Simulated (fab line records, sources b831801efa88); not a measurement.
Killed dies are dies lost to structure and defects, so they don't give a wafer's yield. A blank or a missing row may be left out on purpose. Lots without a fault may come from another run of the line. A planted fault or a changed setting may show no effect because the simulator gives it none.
Problem report in the 8D (eight disciplines) form, filled by code | flow gf180mcu | the parts of the form that need people (team, actions taken, sign-off) are left out

1. THE PROBLEM
run_length_s at GF_TOP_METAL_METAL_ETCH_16 reads a mean of 257.3 s on 4 wafers of 2 lots; wafers without a fault read 207.7 s with a standard deviation of 0.71. That is +70 standard deviations from the usual mean.
The step: etches the open film in Cl2/BCl3, stops on SiO2, target depth 1077.5 nm, time 179.6 s.
First seen on wafer L860.4, day 32 01:33, on rie_metal-01. The record holds 33 wafers of 11 lots with a number at this step. Rule for "out", or "out of limits": more than 4 standard deviations from the usual mean. The other wafers with a number count as sound.

2. WHAT IT IS AND WHAT IT IS NOT
question                    | is                                               | is not
which readings at this step | run_length_s, oes_product_au, throttle_valve_pct | drypump_motor_current_A
which lots                  | L860, L861                                       | L846, L848, L850, L851, L854, L862, L863, L864, L865
which wafers of those lots  | L860.4, L860.6, L861.3, L861.6                   | L860.2, L861.4
read on which tools         | rie_metal-01                                     | rie_metal-02, rie_metal-04
when                        | from day 32 01:33                                | up to then (16 sound wafers); but 13 sound wafers of L861, L862, L863, L864, L865 came after

3. SUSPECTS, AND WHAT RULES EACH OUT
Counting: a tool at a process step up to the reading stays a suspect if it ran every lot that is out. Sound lots after the first of them don't rule it out here, since some wafers of a struck lot are sound.
- pvd_sputter-03 at GF_V5_SPUTTER_22 (material TiN, target thk 10 nm, time 40 s): kept. It ran every lot that is out, first L860 (day 31 07:23); its last sound lot up to then is L854 (day 29 17:20).
- pvd_sputter-01 at GF_TOP_METAL_SPUTTER_00 (material Ti, target thk 37.5 nm, time 150 s): kept. It ran every lot that is out, first L860 (day 31 08:01); its last sound lot up to then is L854 (day 29 18:13).
- rie_metal-01 at GF_TOP_METAL_METAL_ETCH_16 (etches the open film in Cl2/BCl3, stops on SiO2, target depth 1077.5 nm, time 179.6 s): kept. It ran every lot that is out, first L860 (day 32 01:33); its last sound lot up to then is L850 (day 29 06:42). Its own readings are out on those wafers: oes_product_au, run_length_s, throttle_valve_pct.
- Within rie_metal-01 at GF_TOP_METAL_METAL_ETCH_16: the wafers that are out ran in chamber 1; their sound lot-mates ran in chamber 0.
Left after counting: pvd_sputter-03 at GF_V5_SPUTTER_22, pvd_sputter-01 at GF_TOP_METAL_SPUTTER_00, rie_metal-01 at GF_TOP_METAL_METAL_ETCH_16.

4. THE CAUSE (what the simulator had put in)
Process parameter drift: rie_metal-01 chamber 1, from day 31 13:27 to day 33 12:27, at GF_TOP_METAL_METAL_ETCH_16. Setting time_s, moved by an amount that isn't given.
Counting left 3 suspects, and this tool is among them.

5. THE CHAIN OF EFFECTS, in route order
Each row: a reading whose mean over the struck wafers that have a number lies more than 3 standard deviations from the usual. Only readings for which the record gives a usual standard deviation are gone through. hours: the time from each lot's start at the first step in this table that gives one to its start at this step, as a median over the lots. sigmas: the change in usual standard deviations.
hours | step                       | reading                  | usual      | on struck wafers | change | sigmas
0     | GF_TOP_METAL_METAL_ETCH_16 | oes_product_au           | 0.962 a.u. | 0.838            | -0.124 | -19
0     | GF_TOP_METAL_METAL_ETCH_16 | run_length_s             | 207.7 s    | 257.3            | +49.6  | +70
0     | GF_TOP_METAL_METAL_ETCH_16 | throttle_valve_pct       | 28.260 %   | 28.389           | +0.129 | +11
0     | GF_TOP_METAL_STRIP_17      | strip_time_to_endpoint_s | 13.45 s    | 12.20            | -1.25  | -15
The process steps in it:
- GF_TOP_METAL_METAL_ETCH_16: etches the open film in Cl2/BCl3, stops on SiO2, target depth 1077.5 nm, time 179.6 s.
- GF_TOP_METAL_STRIP_17: strips in O2/N2.

6. WHAT WOULD HAVE CAUGHT IT SOONER
In this record the first reading out of limits was taken at day 32 01:33, 12 hours after the fault began at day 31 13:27.
